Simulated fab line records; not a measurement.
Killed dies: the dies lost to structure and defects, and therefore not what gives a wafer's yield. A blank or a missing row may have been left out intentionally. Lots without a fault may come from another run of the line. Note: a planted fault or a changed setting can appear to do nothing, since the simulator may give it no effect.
A single fault, viewed from 2 desks + flow gf180mcu + only its own numbers are on each desk; what lay behind them is given at the end

== FOR THE TOOL OWNER'S DESK: furnace-02 ==
The tool's own readings at GF_STI_OXIDATION_29 (stabilise 600 s, purge 300 s, target thk 10 nm): means of the sampled wafers that have a number, for each lot that ran on this tool. The brackets show how far a lot's mean lies from the usual mean; more than 4 standard deviations puts the lot out of limits, marked OUT.
Columns: A = spike-tc-bottom-C at GF_STI_OXIDATION_29, usual 919 C; B = spike-tc-centre-C at GF_STI_OXIDATION_29, usual 900.8 C; C = spike-tc-lower-C at GF_STI_OXIDATION_29, usual 901.1 C; D = spike-tc-top-C at GF_STI_OXIDATION_29, usual 914 C; E = spike-tc-upper-C at GF_STI_OXIDATION_29, usual 900.5 C; F = zone-power-lower-pct at GF_STI_OXIDATION_29, usual 18.51 %
| lot  | first seen here | A              | B               | C               | D              | E               | F                |
|------|-----------------|----------------|-----------------|-----------------|----------------|-----------------|------------------|
| L389 | day 2 04:55     | 921            | 901.9           | 901.0           | 917            | 901.9           | 18.51            |
| L390 | day 2 11:14     | 922            | 901.8           | 901.1           | 917            | 901.6           | 18.55            |
| L394 | day 3 07:20     | 921            | 902.2           | 901.8           | 917            | 901.7           | 18.51            |
| L396 | day 3 16:20     | 922            | 903.5           | 901.1           | 917            | 901.4           | 18.62            |
| L398 | day 4 04:37     | 922            | 902.4           | 901.5           | 916            | 901.2           | 18.71            |
| L399 | day 4 07:56     | 922            | 901.4           | 901.1           | 917            | 900.9           | 18.56            |
| L403 | day 5 04:53     | 943 (+7.0) OUT | 925.2 (+12) OUT | 923.5 (+20) OUT | 939 (+6.5) OUT | 923.8 (+15) OUT | 19.82 (+6.0) OUT |
| L404 | day 5 09:31     | 944 (+7.1) OUT | 924.9 (+12) OUT | 923.3 (+20) OUT | 938 (+6.2) OUT | 923.4 (+14) OUT | 19.72 (+5.5) OUT |
This desk finds L403, L404 out of limits, L403 being first, at day 5 04:53 (spike-tc-bottom-C at GF_STI_OXIDATION_29). Within limits: L389, L390, L394, L396, L398, L399.

== FROM THE METROLOGY DESK ==
What the gauges read, lot by lot, whatever tool the lot ran on: means of the sampled wafers that have a number. The brackets show how far a lot's mean lies from the usual mean; more than 4 standard deviations puts the lot out of limits, marked OUT.
Columns: A = INCOMING_BOW at GF_STI_BOW_MEAS_00, usual -1 um; B = STI_OXIDATION_02_THK at GF_STI_THK_MEAS_30, usual 10.00 nm; C = cd-nm at GF_HV_LDD_CD_MEAS_07, usual 400.3 nm; D = HV_LDD_03_OVL at GF_HV_LDD_OVL_MEAS_47, usual 0.2 nm
| lot  | first seen here | A  | B               | C     | D    |
|------|-----------------|----|-----------------|-------|------|
| L389 | day 1 10:02     | -4 | 10.07           | 398.0 | 0.8  |
| L390 | day 1 15:00     | -1 | 9.88            | 398.7 | -3.4 |
| L391 | day 1 20:01     | 3  | 9.91            | 400.7 | 0.1  |
| L393 | day 2 06:01     | 6  | 10.01           | 398.6 | -0.2 |
| L394 | day 2 11:00     | 0  | 9.87            | 403.5 | 0.8  |
| L396 | day 2 21:00     | 11 | 10.07           | 399.9 | 1.6  |
| L397 | day 3 02:00     | -3 | 9.87            | 398.5 | -0.6 |
| L398 | day 3 07:00     | 0  | 9.88            | 399.3 | 0.9  |
| L399 | day 3 12:00     | 3  | 10.03           | 400.4 | 3.0  |
| L402 | day 4 03:00     | 0  | 9.60            | 400.0 | -1.6 |
| L403 | day 4 08:00     | -2 | 12.49 (+12) OUT | 400.9 | 1.1  |
| L404 | day 4 13:00     | -2 | 12.66 (+13) OUT | 400.2 | -0.6 |
| L410 | day 5 19:00     | 0  | 10.35           | 401.6 | 2.5  |
| L411 | day 6 00:00     | 4  | 10.28           | 397.3 | 2.2  |
This desk's result: L403, L404 out of limits, first on L403 (STI_OXIDATION_02_THK at GF_STI_THK_MEAS_30), day 5 06:17. Within limits: L389, L390, L391, L393, L394, L396, L397, L398, L399, L402, L410, L411.

== TAKEN TOGETHER ==
The tool owner's desk had the chance to raise an alarm at day 5 04:53 on L403, L404.
Metrology desk: alarm possible at day 5 06:17 on L403, L404.
All the named lots went through GF_STI_OXIDATION_29 on furnace-02.

== WHAT WAS PUT IN BY THE SIMULATOR ==
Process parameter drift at GF_STI_OXIDATION_29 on furnace-02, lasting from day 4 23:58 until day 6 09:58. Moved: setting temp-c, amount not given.
Struck lots among those shown: L403, L404.
Fault start to first reading out of limits, in hours, per desk: tool owner, 5; metrology, 6.
